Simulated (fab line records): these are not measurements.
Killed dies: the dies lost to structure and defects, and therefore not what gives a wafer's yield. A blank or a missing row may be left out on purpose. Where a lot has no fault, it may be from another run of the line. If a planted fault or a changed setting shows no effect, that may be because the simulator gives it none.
The same fault as seen by 2 desks :: flow gf180mcu :: numbers are kept per desk, each desk with only its own; the story behind them comes last

== FROM THE METROLOGY DESK ==
Means of the sampled wafers that have a number, per lot and without regard to the tool the lot ran on: this is what the gauges read. Marked OUT: a lot whose mean sits more than 4 standard deviations from the usual mean, which makes it out of limits; the brackets give that distance.
Columns: A = cd nm at GF_V5_CD_MEAS_14, usual 260.3 nm; B = V5_W_THK at GF_V5_THK_MEAS_25, usual 353 nm
lot: L161
first seen here: day 27 15:03
A: 262.5
B: 354

lot: L162
first seen here: day 27 18:49
A: 259.1
B: 358

lot: L163
first seen here: day 28 01:14
A: 259.5
B: 363

lot: L164
first seen here: day 28 08:14
A: 260.4
B: 354

lot: L167
first seen here: day 28 23:49
A: 260.3
B: 352

lot: L166
first seen here: day 29 00:44
A: 261.9
B: 361

lot: L172
first seen here: day 30 11:20
A: 259.7
B: 354

lot: L173
first seen here: day 30 18:23
A: 259.3
B: 352

lot: L174
first seen here: day 31 05:05
A: 259.0
B: 353

lot: L175
first seen here: day 31 09:44
A: 260.5
B: 352

lot: L179
first seen here: day 32 09:44
A: 259.8
B: 342

lot: L181
first seen here: day 32 23:39
A: 260.7
B: 355

lot: L183
first seen here: day 33 09:49
A: 260.7
B: 354
This desk's finding: nothing out of limits on any of the 13 lots.

== DESK OF THE TOOL OWNER: pvd sputter-01 ==
The tool's own readings at GF_V3_SPUTTER_22 (material TiN, target thk 10 nm, time 40 s): means of the sampled wafers that have a number, for each lot that ran on this tool. Marked OUT: a lot whose mean sits more than 4 standard deviations from the usual mean, which makes it out of limits; the brackets give that distance.
Columns: A = cathode dc power W at GF_V3_SPUTTER_22, usual 4000.1 W; B = throttle valve pct at GF_V3_SPUTTER_22, usual 30.4 %
lot: L161
first seen here: day 22 20:10
A: 4000.3
B: 29.9

lot: L166
first seen here: day 24 12:52
A: 4000.0
B: 29.9

lot: L172
first seen here: day 26 03:38
A: 4000.1
B: 30.0

lot: L173
first seen here: day 26 13:10
A: 3999.4
B: 29.9

lot: L174
first seen here: day 27 01:07
A: 4000.7
B: 30.1
This desk's finding: nothing out of limits on any of the 5 lots.

== PUT TOGETHER ==
From the metrology desk's view, nothing was out of limits.
The desk of the tool owner found nothing out of limits.

== WHAT THE SIMULATOR HAD INSERTED ==
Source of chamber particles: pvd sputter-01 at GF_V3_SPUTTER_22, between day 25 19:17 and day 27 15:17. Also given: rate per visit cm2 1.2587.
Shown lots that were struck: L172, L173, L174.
